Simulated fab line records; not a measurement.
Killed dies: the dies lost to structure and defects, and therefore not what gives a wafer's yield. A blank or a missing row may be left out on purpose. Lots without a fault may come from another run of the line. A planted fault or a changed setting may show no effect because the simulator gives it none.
Which tool was responsible? :: flow gf180mcu :: 12 lots (36 wafers sampled), 1 step of a 602-step route

## WHAT EACH GAUGE READ, for each wafer
GF_V1_THK_MEAS_25: measures by xrf. Usual: V1_W_THK 340 nm, standard deviation 6.2.
lot: L932
measured: day 18 06:31
on: film_metro-03
V1_W_THK (nm): 349 349 344
flag: 

lot: L935
measured: day 19 09:58
on: film_metro-03
V1_W_THK (nm): 340 348 344
flag: 

lot: L936
measured: day 20 02:43
on: film_metro-03
V1_W_THK (nm): 341 341 339
flag: 

lot: L937
measured: day 20 14:43
on: film_metro-03
V1_W_THK (nm): 346 346 341
flag: 

lot: L940
measured: day 21 10:19
on: film_metro-04
V1_W_THK (nm): 343 348 346
flag: 

lot: L941
measured: day 21 19:17
on: film_metro-04
V1_W_THK (nm): 334 337 341
flag: 

lot: L942
measured: day 22 02:23
on: film_metro-03
V1_W_THK (nm): 343 345 345
flag: 

lot: L943
measured: day 22 08:40
on: film_metro-03
V1_W_THK (nm): 342 344 338
flag: 

lot: L944
measured: day 22 15:34
on: film_metro-04
V1_W_THK (nm): 333 335 334
flag: 

lot: L945
measured: day 23 00:02
on: film_metro-03
V1_W_THK (nm): 340 350 339
flag: 

lot: L946
measured: day 23 12:08
on: film_metro-04
V1_W_THK (nm): 325 333 328
flag: 

lot: L954
measured: day 25 17:55
on: film_metro-03
V1_W_THK (nm): 349 346 344
flag: 

## WHAT TOOL EACH LOT RAN ON (gives the tool, then ch and the chambers of the sampled wafers, and finally the start)
The record holds no process step before these readings.

## WHAT THE TOOLS THEMSELVES READ (means of the sampled wafers that have a number; where no wafer has one, the mark that the record gives instead)
The record holds no such reading with a usual standard deviation.

## THE ANSWER, worked out from the rows above alone
Rule: lot off if the mean of its wafers having a number is beyond 3 standard deviations from the usual mean. A lot without any number at a reading at which 4 lots or more have one is off too. Any other lot the step has rows for is counted as sound. The gauges are gone through in route order, then the tools' own readings, and for those a lot's mean is taken as printed above. The first step at which some lot is off is used, and at that step the reading that is off furthest; a lot without a number counts as furthest.
Nothing can be told from this: no lot is off at any reading shown.

## WHAT HAD BEEN PUT IN BY THE SIMULATOR
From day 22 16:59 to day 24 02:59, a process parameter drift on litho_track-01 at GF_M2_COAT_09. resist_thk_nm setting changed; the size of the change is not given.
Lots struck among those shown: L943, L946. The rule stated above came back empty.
